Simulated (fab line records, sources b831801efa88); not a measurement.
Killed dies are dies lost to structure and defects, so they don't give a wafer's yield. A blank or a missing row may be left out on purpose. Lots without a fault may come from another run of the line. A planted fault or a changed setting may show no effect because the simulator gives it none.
Which tool did it? | flow gf180mcu | 6 lots, 18 wafers sampled, at 1 step of a route of 602

WHAT THE GAUGES READ, wafer by wafer
GF_M4_OVL_MEAS_15.
lot  | measured     | on         | M4_OVL (nm)
L650 | day 24 11:23 | overlay-02 | -6 -2 -1
L653 | day 25 13:41 | overlay-01 | -6 -1 -5
L656 | day 26 12:37 | overlay-02 | 3 5 2
L659 | day 27 06:46 | overlay-02 | 5 0 8
L661 | day 28 01:59 | overlay-02 | 0 4 2
L664 | day 28 21:07 | overlay-02 | -3 -3 1

WHICH TOOL RAN EACH LOT (tool, then ch and the chambers of the sampled wafers, then the start)
The record holds no process step before these readings.

THE ANSWER, worked out from the rows above alone
Rule: what is usual is taken from the lots themselves. Put in order of their means at a reading, lots are off if they are a third of the lots or fewer, leave a main group of 4 or more, and stand apart from it by a gap of 3 or more times the standard deviation of the main group's means; of several such gaps the widest counts. A main group whose means are all the same, to the digits that the tables above print for the reading, isn't used. A lot without any number at a reading at which 4 lots or more have one is off too. The other lots that the step has rows for count as sound.
No lot is off at any reading shown: from this, nothing can be told.

WHAT THE SIMULATOR HAD PUT IN
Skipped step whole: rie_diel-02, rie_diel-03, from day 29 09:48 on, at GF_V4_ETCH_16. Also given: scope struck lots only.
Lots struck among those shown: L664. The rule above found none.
